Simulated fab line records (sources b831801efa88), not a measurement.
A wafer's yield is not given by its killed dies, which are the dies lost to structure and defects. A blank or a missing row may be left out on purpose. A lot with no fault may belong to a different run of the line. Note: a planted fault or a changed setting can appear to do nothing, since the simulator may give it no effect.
fab line records | flow sky130
record: lots: 7 | wafers: 21 | last_day: 50
route steps=708 shown VIA4@653 METAL5@661
lots untouched by any fault: they come from a run of this same line in which no faults occurred
start_h: hours from the record's opening day to when the first of the lot's shown wafers began | wait_h: hours elapsed since this lot's preceding step | " identical to the entry in the row above | L1.1+2: a row that stands for several wafers | - no value present, or no start provided | * or withheld: withheld | < > ~ a bound
route shown NAME@n: names a module that has steps shown in the file, with the first one's number in the route | usual: mean and standard deviation over wafers with no fault | same: alike in all rows | chamber/n: place in a boat | sites: the reading at each site | _std_site: the values' standard deviation | _edge_site: inner sites' mean taken away from outer sites' mean | radius_mm: for every site, how far away it sits from the centre of the wafer | mask NAME#n: copy n | behind: the last tool/chamber to shape the wafer | hold: why the lot was held/for how many hours/how that ended | device: names the non-switching transistor (n, p or np) | end of line: the same wafers' tests at the end of the route | for a step that has no rows: nothing shown but its recipe | killed: count of dies lost to structure and defects at first sort (not the wafer's yield) | map: a wafer's dies, marking killed ones x, the rest . and places with no die _
set.NAME: the run value of the setting; set.NAME@STEP: its run value at that earlier step | model.NAME: the simulator's own value behind a step, which no gauge read
lots at selected steps of the route; one table per step, one row per wafer
services: when a tool's chamber went out of use (start_h, in hours from the record's first day, below 0 if earlier), for how many hours, and the reason
== steps ==
step: SKY_VIA4_STRIP_14
recipe: chemistry: post_etch_residue_remover | time_s: 1200 | temp_c: 72.5
step: SKY_VIA4_CLEAN_15
recipe: chemistry: IPA | time_s: 180 | temp_c: 25
step: SKY_VIA4_CLEAN_16
recipe: chemistry: O3/DIW | dry: n2_spin
step: SKY_VIA4_SPUTTER_17
recipe: material: TiN | target_thk_nm: 20 | chamber_pressure_pa: 5 | power_w: 4000 | time_s: 80
step: SKY_VIA4_CVD_18
recipe: material: W | target_thk_nm: 505 | time_s: 152.14 | temp_c: 396.1 | pressure_torr: 40
step: SKY_VIA4_RS_MEAS_19
recipe: thk_meas_gauge: four-point-probe | reads: W_of_VIA4_CVD_18+TiN_of_VIA4_SPUTTER_17
usual: VIA4_W_RS: 0.2452/0.0029
lot.wafer | tool          | chamber | start_h | wait_h | VIA4_W_RS[ohm/sq]
L477.1    | film_metro-02 | -       | 1043.99 | 0.1    | 0.2469
L477.4    | "             | -       | "       | "      | 0.2444
L477.6    | "             | -       | "       | "      | 0.2497
L480.3    | film_metro-02 | -       | 1066.96 | 0.1    | 0.2521
L480.4    | "             | -       | "       | "      | 0.2524
L480.5    | "             | -       | "       | "      | 0.2489
L486.3    | film_metro-02 | -       | 1098.61 | 0.1    | 0.2433
L486.4    | "             | -       | "       | "      | 0.2436
L486.5    | "             | -       | "       | "      | 0.2460
L489.1    | film_metro-02 | -       | 1120.65 | 0.1    | 0.2421
L489.4    | "             | -       | "       | "      | 0.2483
L489.6    | "             | -       | "       | "      | 0.2469
L490.1    | film_metro-02 | -       | 1128.33 | 0.1    | 0.2449
L490.2    | "             | -       | "       | "      | 0.2456
L490.3    | "             | -       | "       | "      | 0.2434
L491.1    | film_metro-02 | -       | 1129.56 | 0.1    | 0.2418
L491.3    | "             | -       | "       | "      | 0.2418
L491.5    | "             | -       | "       | "      | 0.2414
L494.3    | film_metro-02 | -       | 1144.94 | 0.1    | 0.2436
L494.4    | "             | -       | "       | "      | 0.2434
L494.5    | "             | -       | "       | "      | 0.2450
step: SKY_VIA4_THK_MEAS_20
recipe: thk_meas_gauge: xrf | reads: W_of_VIA4_CVD_18
usual: VIA4_W_THK: 468/6.4
lot.wafer | tool          | chamber | start_h | wait_h | VIA4_W_THK[nm]
L477.1    | film_metro-02 | -       | 1044.11 | 0.1    | 465
L477.4    | "             | -       | "       | "      | 473
L477.6    | "             | -       | "       | "      | 460
L480.3    | film_metro-02 | -       | 1067.06 | 0.1    | 454
L480.4    | "             | -       | "       | "      | 456
L480.5    | "             | -       | "       | "      | 459
L486.3    | film_metro-02 | -       | 1098.71 | 0.1    | 471
L486.4    | "             | -       | "       | "      | 472
L486.5    | "             | -       | "       | "      | 465
L489.1    | film_metro-02 | -       | 1120.77 | 0.1    | 477
L489.4    | "             | -       | "       | "      | 466
L489.6    | "             | -       | "       | "      | 468
L490.1    | film_metro-02 | -       | 1128.45 | 0.1    | 470
L490.2    | "             | -       | "       | "      | 471
L490.3    | "             | -       | "       | "      | 475
L491.1    | film_metro-02 | -       | 1129.68 | 0.1    | 480
L491.3    | "             | -       | "       | "      | 479
L491.5    | "             | -       | "       | "      | 479
L494.3    | film_metro-02 | -       | 1145.04 | 0.1    | 474
L494.4    | "             | -       | "       | "      | 475
L494.5    | "             | -       | "       | "      | 472
step: SKY_VIA4_CMP_21
recipe: stop_on: SiO2 | t_overpolish_s: 25 | down_force_psi: 3.5 | platen_rpm: 60 | target_thk_nm: 0 | pad_velocity_m_s: 0.94248
step: SKY_METAL5_SPUTTER_00
recipe: material: Ti | target_thk_nm: 15 | power_w: 3000 | time_s: 10 | chamber_pressure_pa: 0.4
usual: cathode_dc_power_W: 3000.0/0.53 | chamber_pressure_pa: 0.3999/0.00079 | throttle_valve_pct: 30.3/1.4
lot.wafer | tool           | chamber | start_h | wait_h | cathode_dc_power_W | chamber_pressure_pa | throttle_valve_pct
L477.1    | pvd_sputter-02 | -       | 1044.51 | 0.2    | 3000.0             | 0.3999              | 29.9
L477.4    | "              | -       | "       | "      | 2999.7             | 0.4004              | 29.3
L477.6    | "              | -       | "       | "      | 2999.8             | 0.4004              | 29.8
L480.3    | pvd_sputter-04 | -       | 1067.40 | 0.2    | 2999.4             | 0.4000              | 31.3
L480.4    | "              | -       | "       | "      | 3001.1             | 0.3993              | 29.2
L480.5    | "              | -       | "       | "      | 2999.2             | 0.3998              | 31.7
L486.3    | pvd_sputter-04 | -       | 1099.05 | 0.2    | 2999.3             | 0.3996              | 29.6
L486.4    | "              | -       | "       | "      | 3000.2             | 0.4007              | 31.4
L486.5    | "              | -       | "       | "      | 2999.9             | 0.3987              | 31.7
L489.1    | pvd_sputter-01 | -       | 1121.13 | 0.2    | 2999.8             | 0.4006              | 31.9
L489.4    | "              | -       | "       | "      | 3001.2             | 0.3996              | 31.1
L489.6    | "              | -       | "       | "      | 2999.5             | 0.3995              | 30.4
L490.1    | pvd_sputter-04 | -       | 1128.81 | 0.1    | 3000.1             | 0.4006              | 31.6
L490.2    | "              | -       | "       | "      | 3000.2             | 0.4016              | 31.3
L490.3    | "              | -       | "       | "      | 2999.2             | 0.3996              | 29.4
L491.1    | pvd_sputter-02 | -       | 1130.04 | 0.1    | 2999.4             | 0.3995              | 27.1
L491.3    | "              | -       | "       | "      | 3000.3             | 0.4007              | 29.7
L491.5    | "              | -       | "       | "      | 2999.9             | 0.4010              | 29.6
L494.3    | pvd_sputter-01 | -       | 1145.38 | 0.2    | 3000.6             | 0.3999              | 31.0
L494.4    | "              | -       | "       | "      | 3000.4             | 0.3999              | 31.1
L494.5    | "              | -       | "       | "      | 3000.5             | 0.3995              | 30.9
step: SKY_METAL5_SPUTTER_01
recipe: material: TiN | target_thk_nm: 20 | power_w: 6500 | time_s: 16.7 | chamber_pressure_pa: 0.4
usual: cathode_dc_power_W: 6500.1/1.1 | chamber_pressure_pa: 0.3999/0.00084 | throttle_valve_pct: 30.3/1.4
lot.wafer | tool           | chamber | start_h | wait_h | cathode_dc_power_W | chamber_pressure_pa | throttle_valve_pct
L477.1    | pvd_sputter-02 | -       | 1044.53 | 0.0    | 6498.5             | 0.3984              | 29.9
L477.4    | "              | -       | "       | "      | 6501.8             | 0.3991              | 29.6
L477.6    | "              | -       | "       | "      | 6500.6             | 0.3980              | 29.5
L480.3    | pvd_sputter-04 | -       | 1067.42 | 0.0    | 6499.0             | 0.4004              | 31.3
L480.4    | "              | -       | "       | "      | 6499.8             | 0.4004              | 29.4
L480.5    | "              | -       | "       | "      | 6499.0             | 0.4016              | 31.8
L486.3    | pvd_sputter-04 | -       | 1099.07 | 0.0    | 6499.0             | 0.3999              | 29.5
L486.4    | "              | -       | "       | "      | 6501.7             | 0.4007              | 31.1
L486.5    | "              | -       | "       | "      | 6498.5             | 0.3989              | 31.3
L489.1    | pvd_sputter-01 | -       | 1121.15 | 0.0    | 6501.5             | 0.3996              | 31.8
L489.4    | "              | -       | "       | "      | 6498.9             | 0.4008              | 31.0
L489.6    | "              | -       | "       | "      | 6500.7             | 0.3995              | 30.5
L490.1    | pvd_sputter-04 | -       | 1128.83 | 0.0    | 6499.4             | 0.3991              | 31.5
L490.2    | "              | -       | "       | "      | 6499.3             | 0.4007              | 31.2
L490.3    | "              | -       | "       | "      | 6501.3             | 0.4008              | 29.7
L491.1    | pvd_sputter-02 | -       | 1130.06 | 0.0    | 6500.1             | 0.4004              | 27.0
L491.3    | "              | -       | "       | "      | 6501.1             | 0.4019              | 30.1
L491.5    | "              | -       | "       | "      | 6499.6             | 0.4010              | 29.7
L494.3    | pvd_sputter-01 | -       | 1145.40 | 0.0    | 6501.7             | 0.4005              | 31.0
L494.4    | "              | -       | "       | "      | 6502.1             | 0.3993              | 31.2
L494.5    | "              | -       | "       | "      | 6499.1             | 0.3990              | 31.0
step: SKY_METAL5_SPUTTER_02
recipe: material: AlCu | target_thk_nm: 1150 | power_w: 10600 | time_s: 61.2 | chamber_pressure_pa: 0.4
usual: cathode_dc_power_W: 10600/1.9 | chamber_pressure_pa: 0.4000/0.00084 | throttle_valve_pct: 30.3/1.4
lot.wafer | tool           | chamber | start_h | wait_h | cathode_dc_power_W | chamber_pressure_pa | throttle_valve_pct
L477.1    | pvd_sputter-02 | -       | 1044.55 | 0.0    | 10598              | 0.4003              | 30.1
L477.4    | "              | -       | "       | "      | 10601              | 0.3997              | 29.6
L477.6    | "              | -       | "       | "      | 10604              | 0.4002              | 29.6
L480.3    | pvd_sputter-04 | -       | 1067.45 | 0.0    | 10600              | 0.4003              | 31.6
L480.4    | "              | -       | "       | "      | 10599              | 0.4005              | 29.4
L480.5    | "              | -       | "       | "      | 10598              | 0.4004              | 31.5
L486.3    | pvd_sputter-04 | -       | 1099.10 | 0.0    | 10597              | 0.3995              | 29.6
L486.4    | "              | -       | "       | "      | 10601              | 0.3994              | 31.0
L486.5    | "              | -       | "       | "      | 10599              | 0.3996              | 31.5
L489.1    | pvd_sputter-01 | -       | 1121.17 | 0.0    | 10598              | 0.4006              | 31.8
L489.4    | "              | -       | "       | "      | 10598              | 0.3994              | 30.9
L489.6    | "              | -       | "       | "      | 10597              | 0.3986              | 30.4
L490.1    | pvd_sputter-04 | -       | 1128.86 | 0.0    | 10596              | 0.4010              | 31.9
L490.2    | "              | -       | "       | "      | 10599              | 0.3998              | 31.0
L490.3    | "              | -       | "       | "      | 10602              | 0.4000              | 29.7
L491.1    | pvd_sputter-02 | -       | 1130.09 | 0.0    | 10598              | 0.4010              | 26.9
L491.3    | "              | -       | "       | "      | 10601              | 0.4000              | 30.0
L491.5    | "              | -       | "       | "      | 10601              | 0.3998              | 29.4
L494.3    | pvd_sputter-01 | -       | 1145.43 | 0.0    | 10602              | 0.4009              | 30.8
L494.4    | "              | -       | "       | "      | 10600              | 0.4003              | 30.9
L494.5    | "              | -       | "       | "      | 10600              | 0.4022              | 30.8
step: SKY_METAL5_SPUTTER_03
recipe: material: Ti | target_thk_nm: 5 | power_w: 3000 | time_s: 3.3 | chamber_pressure_pa: 0.4
step: SKY_METAL5_SPUTTER_04
recipe: material: TiN | target_thk_nm: 70 | power_w: 6500 | time_s: 58.3 | chamber_pressure_pa: 0.4
usual: cathode_dc_power_W: 6500.0/1.3 | chamber_pressure_pa: 0.4000/0.00068 | throttle_valve_pct: 30.3/1.4
lot.wafer | tool           | chamber | start_h | wait_h | cathode_dc_power_W | chamber_pressure_pa | throttle_valve_pct
L477.1    | pvd_sputter-02 | -       | 1044.62 | 0.0    | 6501.3             | 0.3999              | 30.2
L477.4    | "              | -       | "       | "      | 6500.9             | 0.4001              | 29.7
L477.6    | "              | -       | "       | "      | 6497.5             | 0.4000              | 29.5
L480.3    | pvd_sputter-04 | -       | 1067.52 | 0.0    | 6502.2             | 0.4000              | 31.7
L480.4    | "              | -       | "       | "      | 6503.0             | 0.3989              | 29.4
L480.5    | "              | -       | "       | "      | 6500.6             | 0.4014              | 31.5
L486.3    | pvd_sputter-04 | -       | 1099.17 | 0.0    | 6501.3             | 0.4009              | 29.6
L486.4    | "              | -       | "       | "      | 6499.6             | 0.3995              | 30.9
L486.5    | "              | -       | "       | "      | 6500.6             | 0.4006              | 31.5
L489.1    | pvd_sputter-01 | -       | 1121.24 | 0.0    | -                  | -                   | -
L489.4    | "              | -       | "       | "      | -                  | -                   | -
L489.6    | "              | -       | "       | "      | -                  | -                   | -
L490.1    | pvd_sputter-04 | -       | 1128.93 | 0.0    | -                  | -                   | -
L490.2    | "              | -       | "       | "      | -                  | -                   | -
L490.3    | "              | -       | "       | "      | -                  | -                   | -
L491.1    | pvd_sputter-02 | -       | 1130.16 | 0.0    | -                  | -                   | -
L491.3    | "              | -       | "       | "      | -                  | -                   | -
L491.5    | "              | -       | "       | "      | -                  | -                   | -
L494.3    | pvd_sputter-01 | -       | 1145.50 | 0.0    | 6500.6             | 0.4002              | 31.0
L494.4    | "              | -       | "       | "      | 6498.8             | 0.3989              | 31.0
L494.5    | "              | -       | "       | "      | 6501.5             | 0.3987              | 30.9
step: SKY_METAL5_THK_MEAS_06
recipe: thk_meas_gauge: xrf | reads: AlCu_of_METAL5_SPUTTER_02
usual: METAL5_ALCU_THK: 1158/16
lot.wafer | tool          | chamber | start_h | wait_h | METAL5_ALCU_THK[nm]
L477.1    | film_metro-03 | -       | 1044.79 | 0.1    | 1150
L477.4    | "             | -       | "       | "      | 1150
L477.6    | "             | -       | "       | "      | 1163
L480.3    | film_metro-02 | -       | 1067.70 | 0.1    | 1134
L480.4    | "             | -       | "       | "      | 1138
L480.5    | "             | -       | "       | "      | 1140
L486.3    | film_metro-02 | -       | 1099.35 | 0.1    | 1175
L486.4    | "             | -       | "       | "      | 1168
L486.5    | "             | -       | "       | "      | 1172
L489.1    | film_metro-02 | -       | 1121.41 | 0.1    | 1383
L489.4    | "             | -       | "       | "      | 1362
L489.6    | "             | -       | "       | "      | 1371
L490.1    | film_metro-03 | -       | 1129.10 | 0.1    | 1345
L490.2    | "             | -       | "       | "      | 1343
L490.3    | "             | -       | "       | "      | 1355
L491.1    | film_metro-03 | -       | 1130.33 | 0.1    | 1347
L491.3    | "             | -       | "       | "      | 1340
L491.5    | "             | -       | "       | "      | 1359
L494.3    | film_metro-04 | -       | 1145.69 | 0.1    | 1184
L494.4    | "             | -       | "       | "      | 1175
L494.5    | "             | -       | "       | "      | 1173
step: SKY_METAL5_DEHYDRATE_07
recipe: temp_c: 200 | time_s: 60
step: SKY_METAL5_HMDS_08
recipe: prime_time_s: 60 | prime_temp_c: 120
step: SKY_METAL5_COAT_09
recipe: resist: NOVOLAK | spin_rpm: 3000 | resist_thk_nm: 1800
step: SKY_METAL5_SOFTBAKE_10
recipe: temp_c: 90 | time_s: 60 | resist: NOVOLAK
step: SKY_METAL5_EXPOSE_11
recipe: mask_id: MM5 | na: 0.6 | source_shape: conventional | sigma_outer: 0.6 | polarization: unpolarized | target_cd_nm: 1600 | dose_mj: 190
step: SKY_METAL5_PEB_12
recipe: temp_c: withheld | time_s: * | resist: NOVOLAK
step: SKY_METAL5_DEVELOP_13
recipe: resist: NOVOLAK | developer: TMAH | develop_time_s: 60 | dev_temp_c: 23
step: SKY_METAL5_DESCUM_14
recipe: chemistry: O2 | source_power_w: 150 | bias_power_w: 0 | pressure_mtorr: 10 | temp_c: 40 | time_s: 11
usual: drypump_motor_current_A: 5.5/0.68 | oes_product_au: 1.002/0.0074
lot.wafer | tool         | chamber | start_h | wait_h | drypump_motor_current_A | oes_product_au | rf_hours_counter_h
L477.1    | rie_metal-01 | 1       | 1066.38 | 0.1    | 5.1                     | 1.010          | 19
L477.4    | "            | 1       | "       | "      | 5.2                     | 1.004          | -
L477.6    | "            | 1       | "       | "      | 5.1                     | 1.008          | -
L480.3    | rie_metal-04 | 0       | 1088.88 | 0.1    | 6.1                     | 1.007          | -
L480.4    | "            | 1       | "       | "      | 4.7                     | 0.993          | -
L480.5    | "            | 1       | "       | "      | 4.7                     | 0.994          | -
L486.3    | rie_metal-03 | 1       | 1119.13 | 0.1    | 6.6                     | 0.996          | -
L486.4    | "            | 0       | "       | "      | 5.0                     | 1.000          | -
L486.5    | "            | 0       | "       | "      | 5.0                     | 0.986          | -
L489.1    | rie_metal-03 | 1       | 1140.08 | 0.1    | 6.7                     | 1.003          | 23
L489.4    | "            | 0       | "       | "      | 5.1                     | 1.005          | -
L489.6    | "            | 1       | "       | "      | 6.7                     | 1.000          | -
L490.1    | rie_metal-04 | 1       | 1147.42 | 0.1    | 4.7                     | 1.003          | 22
L490.2    | "            | 1       | "       | "      | 4.7                     | 0.997          | -
L490.3    | "            | 1       | "       | "      | 4.7                     | 1.002          | -
L491.1    | rie_metal-01 | 0       | 1148.32 | 0.1    | 5.6                     | 1.008          | 18
L491.3    | "            | 0       | "       | "      | 5.6                     | 1.012          | -
L491.5    | "            | 0       | "       | "      | 5.6                     | 1.011          | -
L494.3    | rie_metal-04 | 0       | 1163.23 | 0.1    | 6.1                     | 1.006          | -
L494.4    | "            | 1       | "       | "      | 4.7                     | 1.007          | -
L494.5    | "            | 1       | "       | "      | 4.7                     | 0.986          | -
step: SKY_METAL5_METAL_ETCH_15
recipe: target_depth_a: 12600 | stop_on: SiO2 | over_etch_frac: 0.2 | time_s: 252 | chemistry: Cl2/BCl3 | resist_sidewall_deg: 86 | pressure_mtorr: 10 | icp_w: 900 | bias_w: 48.5 | Cl2_flow_sccm: 60 | bcl3_flow_sccm: 30
usual: bias_w: 48.53/0.17 | drypump_motor_current_A: 5.5/0.68 | oes_product_au: 0.895/0.0047 | throttle_valve_pct: 22.264/0.009
lot.wafer | tool         | chamber | start_h | wait_h | bias_w | drypump_motor_current_A | oes_product_au | rf_hours_counter_h | throttle_valve_pct
L477.1    | rie_metal-01 | 1       | 1066.42 | 0.0    | 48.45  | 5.1                     | 0.889          | 19                 | 22.272
L477.4    | "            | 1       | "       | "      | 48.46  | 5.2                     | 0.898          | -                  | 22.271
L477.6    | "            | 1       | "       | "      | 48.68  | 5.1                     | 0.889          | -                  | 22.258
L480.3    | rie_metal-04 | 0       | 1088.98 | 0.1    | 48.47  | 6.1                     | 0.888          | -                  | 22.257
L480.4    | "            | 1       | "       | "      | 48.34  | 4.7                     | 0.897          | -                  | 22.268
L480.5    | "            | 1       | "       | "      | 48.32  | 4.7                     | 0.894          | -                  | 22.273
L486.3    | rie_metal-03 | 1       | 1119.23 | 0.1    | 48.60  | 6.7                     | 0.900          | -                  | 22.267
L486.4    | "            | 0       | "       | "      | 48.56  | 5.0                     | 0.899          | -                  | 22.260
L486.5    | "            | 0       | "       | "      | 48.66  | 5.0                     | 0.887          | -                  | 22.266
L489.1    | rie_metal-03 | 1       | 1140.12 | 0.0    | 48.68  | 6.7                     | 0.879          | 23                 | 22.271
L489.4    | "            | 0       | "       | "      | 48.38  | 5.0                     | 0.870          | -                  | 22.259
L489.6    | "            | 1       | "       | "      | 48.61  | 6.6                     | 0.878          | -                  | 22.262
L490.1    | rie_metal-04 | 1       | 1147.49 | 0.1    | 48.33  | 4.7                     | 0.867          | 22                 | 22.271
L490.2    | "            | 1       | "       | "      | 48.52  | 4.7                     | 0.866          | -                  | 22.259
L490.3    | "            | 1       | "       | "      | 48.35  | 4.7                     | 0.874          | -                  | 22.270
L491.1    | rie_metal-01 | 0       | 1148.35 | 0.0    | 48.57  | 5.6                     | 0.871          | 18                 | 22.255
L491.3    | "            | 0       | "       | "      | 48.70  | 5.6                     | 0.865          | -                  | 22.264
L491.5    | "            | 0       | "       | "      | 48.44  | 5.6                     | 0.878          | -                  | 22.279
L494.3    | rie_metal-04 | 0       | 1163.33 | 0.1    | 48.38  | 6.1                     | 0.905          | -                  | 22.274
L494.4    | "            | 1       | "       | "      | 48.66  | 4.7                     | 0.888          | -                  | 22.271
L494.5    | "            | 1       | "       | "      | 48.91  | 4.7                     | 0.898          | -                  | 22.262
step: SKY_METAL5_STRIP_16
recipe: chemistry: O2/N2 | power_w: 1400 | pressure_mtorr: 1500 | platen_temp_c: withheld | o2_flow_sccm: 3000 | n2_flow_sccm: 300 | overash_fraction: 0.5
usual: drypump_motor_current_A: 5.5/0.55 | oes_product_au: 0.711/0.0043 | strip_time_to_endpoint_s: 13.02/0.096
same: overash_fraction: 0.5
lot.wafer | tool            | chamber | start_h | wait_h | drypump_motor_current_A | oes_product_au | rf_hours_counter_h | strip_time_to_endpoint_s
L477.1    | plasma_asher-03 | 0       | 1066.65 | 0.2    | 5.1                     | 0.710          | 63                 | 12.98
L477.4    | "               | 1       | "       | "      | 5.3                     | 0.716          | -                  | 12.98
L477.6    | "               | 1       | "       | "      | 5.3                     | 0.698          | -                  | 13.06
L480.3    | plasma_asher-03 | 0       | 1089.17 | 0.1    | 5.1                     | 0.707          | -                  | 12.82
L480.4    | "               | 1       | "       | "      | 5.3                     | 0.711          | -                  | 13.09
L480.5    | "               | 0       | "       | "      | 5.1                     | 0.707          | -                  | 12.97
L486.3    | plasma_asher-02 | 1       | 1119.42 | 0.1    | 5.0                     | 0.712          | -                  | 13.06
L486.4    | "               | 0       | "       | "      | 4.8                     | 0.710          | -                  | 13.18
L486.5    | "               | 1       | "       | "      | 5.0                     | 0.706          | -                  | 13.07
L489.1    | plasma_asher-01 | 1       | 1140.35 | 0.2    | 6.1                     | 0.717          | 39                 | 13.01
L489.4    | "               | 1       | "       | "      | 6.0                     | 0.706          | -                  | 13.00
L489.6    | "               | 1       | "       | "      | 6.0                     | 0.709          | -                  | 12.89
L490.1    | plasma_asher-01 | 1       | 1147.96 | 0.4    | 6.1                     | 0.708          | 39                 | 13.17
L490.2    | "               | 0       | "       | "      | 6.2                     | 0.705          | 39                 | 13.19
L490.3    | "               | 1       | "       | "      | 6.1                     | 0.708          | -                  | 13.09
L491.1    | plasma_asher-01 | 0       | 1148.59 | 0.2    | 6.2                     | 0.706          | 40                 | 12.86
L491.3    | "               | 0       | "       | "      | 6.2                     | 0.707          | -                  | 12.91
L491.5    | "               | 0       | "       | "      | 6.2                     | 0.713          | -                  | 12.94
L494.3    | plasma_asher-03 | 0       | 1163.52 | 0.1    | 5.1                     | 0.707          | -                  | 13.06
L494.4    | "               | 1       | "       | "      | 5.3                     | 0.713          | -                  | 13.19
L494.5    | "               | 0       | "       | "      | 5.1                     | 0.712          | -                  | 13.08
== services ==
tool            | chamber | start_h | hours | kind
pvd_sputter-04  | -       | 1035.10 | 1.0   | repair
pvd_sputter-01  | 0       | 1053.19 | -     | consumable_replace:kit
pvd_sputter-01  | 0       | 1053.19 | 18.0  | scheduled_down
pvd_sputter-01  | 0       | 1053.19 | 18.0  | vent_cycle
plasma_asher-02 | -       | 1055.25 | 9.0   | pm
rie_metal-01    | -       | 1069.14 | 0.3   | repair
plasma_asher-03 | -       | 1077.47 | 3.0   | repair
rie_metal-01    | -       | 1078.40 | 0.9   | repair
pvd_sputter-02  | 3       | 1086.28 | -     | consumable_replace:kit
pvd_sputter-02  | 3       | 1086.28 | 18.0  | scheduled_down
pvd_sputter-02  | 3       | 1086.28 | 18.0  | vent_cycle
pvd_sputter-01  | -       | 1093.33 | 9.9   | repair
rie_metal-01    | -       | 1099.72 | 1.3   | repair
rie_metal-04    | -       | 1113.84 | 2.8   | pm
pvd_sputter-04  | 3       | 1137.82 | -     | consumable_replace:kit
pvd_sputter-04  | 3       | 1137.82 | 18.0  | scheduled_down
pvd_sputter-04  | 3       | 1137.82 | 18.0  | vent_cycle
rie_metal-04    | 0       | 1141.18 | -     | clean
rie_metal-04    | 0       | 1141.18 | -     | consumable_replace:focus_ring
rie_metal-04    | 0       | 1141.18 | 11.1  | scheduled_down
plasma_asher-03 | -       | 1145.34 | 5.4   | repair
pvd_sputter-01  | 3       | 1146.78 | -     | consumable_replace:kit
pvd_sputter-01  | 3       | 1146.78 | 18.0  | scheduled_down
pvd_sputter-01  | 3       | 1146.78 | 18.0  | vent_cycle
== key ==
first_sign: step: SKY_METAL5_SPUTTER_04 | reading: tool_record | direction: missing
effect: step: SKY_METAL5_THK_MEAS_06 | reading: METAL5_ALCU_THK | direction: up | sigmas: 13 | usual: 1158 | struck: 1356
effect: step: SKY_METAL5_METAL_ETCH_15 | reading: oes_product_au | direction: down | sigmas: 4.8 | usual: 0.895 | struck: 0.872
met_at SKY_METAL5_SPUTTER_04
struck_wafers L489.1,L489.4,L489.6,L490.1,L490.2,L490.3,L491.1,L491.3,L491.5
later_rows_left_out L489.1,L489.4,L489.6,L490.1,L490.2,L490.3,L491.1,L491.3,L491.5
sort_left_out L489.1,L489.4,L489.6,L490.1,L490.2,L490.3,L491.1,L491.3,L491.5
onset_between 1099.17 1121.24
fault: kind: skipped_step_whole | tool: pvd_sputter-01,pvd_sputter-02,pvd_sputter-04 | chamber: - | onset_h: 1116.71 | steps: SKY_METAL5_SPUTTER_04 | scope: struck_lots_only
sort_left_out: the simulated sort isn't trusted on such a fault, so these wafers' sort isn't shown, and their yield isn't known
later_rows_left_out: the simulator's readings of these wafers behind a module that went badly wrong aren't trusted and aren't shown, but for the sort
